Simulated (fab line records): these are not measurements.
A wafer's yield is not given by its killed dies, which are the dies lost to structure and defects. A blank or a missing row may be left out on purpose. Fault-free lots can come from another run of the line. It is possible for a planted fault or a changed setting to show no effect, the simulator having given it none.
Split-lot trial	flow sky130	23 wafers read from 5 lots, route of 708 steps

== THE SPLIT ITSELF ==
At SKY_LI_CONTACT_EXPOSE_09 (exposes mask LICM1, target cd 170 nm), the setting dose mj was moved away from the recipe's 38 on 9 of the 23 wafers read, by -4.8% to +3.2%. The other wafers ran this setting at the recipe's value.

== FROM THE SPLIT TO THE READING: what the file shows between them, 2 steps ==
- SKY_LI_CONTACT_PEB_10
- SKY_LI_CONTACT_DEVELOP_11: develop time 60 s

== THE READING ==
cd nm (nm) at SKY_LI_CONTACT_CD_MEAS_12, where the cd target is 170 nm. On this fab line, fault-free wafers typically give 169.2 nm with a standard deviation of 1.4 nm.

wafer	tool, chamber at the split	dose mj as run	against the recipe	cd nm, nm	against lot-mates on the recipe
L075.1	krf scanner-02, 0	36.19	-4.8%	161.8	-9.5
L075.2	krf scanner-02, 0	38	recipe	171.9	-
L075.3	krf scanner-02, 0	36.19	-4.8%	160.2	-11.1
L075.4	krf scanner-02, 0	36.19	-4.8%	161.6	-9.7
L075.6	krf scanner-02, 0	38	recipe	170.7	-
L078.1	krf scanner-02, 0	38	recipe	169.8	-
L078.3	krf scanner-02, 0	38	recipe	168.9	-
L078.4	krf scanner-02, 0	38	recipe	168.3	-
L078.5	krf scanner-02, 0	38	recipe	168.8	-
L078.6	krf scanner-02, 0	38	recipe	168.7	-
L079.1	krf scanner-01, 0	39.22	+3.2%	175.2	+5.4
L079.2	krf scanner-01, 0	39.22	+3.2%	174.8	+5.0
L079.3	krf scanner-01, 0	38	recipe	169.6	-
L079.4	krf scanner-01, 0	38	recipe	170.0	-
L079.5	krf scanner-01, 0	39.22	+3.2%	174.6	+4.8
L080.1	krf scanner-02, 0	38	recipe	171.5	-
L080.4	krf scanner-02, 0	38	recipe	171.0	-
L080.5	krf scanner-02, 0	38	recipe	172.1	-
L081.1	krf scanner-02, 0	38	recipe	167.9	-
L081.2	krf scanner-02, 0	36.54	-3.8%	160.5	-7.2
L081.4	krf scanner-02, 0	36.54	-3.8%	157.4	-10.3
L081.5	krf scanner-02, 0	38	recipe	167.6	-
L081.6	krf scanner-02, 0	36.54	-3.8%	159.7	-8.1

THE FIT
A straight line over all 23 wafers: cd nm changes by +2 nm for each +1% of dose mj; r = +0.94; the points scatter about the line by 1.8 nm.
The same after taking each lot's own level away (the mean of its wafers on the recipe; 23 wafers): +1.99 nm for each +1%; r = +0.99; scatter 0.85 nm.
That fit puts the effect of the largest move of dose mj on the reading at 9.5 nm.
Measured against the standard deviation above, the lots' own levels, which go from 167.75 to 171.53 nm, span 2.7 times it.
The two slopes agree, so the slope changes little with the lot-to-lot level.
Check: -9.94 nm against its lot-mates is what the line predicts for one of the wafers moved furthest among these (-4.8%) when that wafer is left out of the fit. Against them it came out at -9.5 nm.

== THESE WAFERS: OTHER SPLITS ==
Before the reading, these wafers also passed through other splits. Each is held against what the fit with the lots' levels taken away leaves over:
other split on the same wafers	wafers away from the commonest value	r with cd nm (lot level and that fit taken away)
SKY_SD_N_COAT_02 spin rpm	2	+0.19
SKY_SD_N_STRIP_11 o2 flow sccm	10	+0.03
SKY_LI_CONTACT_HDPCVD_00 time s	6	+0.23

== THE WHOLE CHAIN: every reading that the file lists as answering this split, in the file's order ==
step	what it does	reading	change (the file's fit)	r (the file's)
SKY_LI_CONTACT_CD_MEAS_12	target cd 170 nm	cd nm	+2.04 nm for each +1% of the setting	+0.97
SKY_LI_CONTACT_ETCH_14	etches BARC in N2/H2, stops on SiO2, time 45.9 s, target depth 60 nm	LI_CONTACT.cd nm (the simulator's own value, which no gauge read)	+1.86 nm for each +1% of the setting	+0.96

== THE FILE'S OWN FIT ==
cd nm changes by +2.04 nm for each +1% of dose mj, r = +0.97.
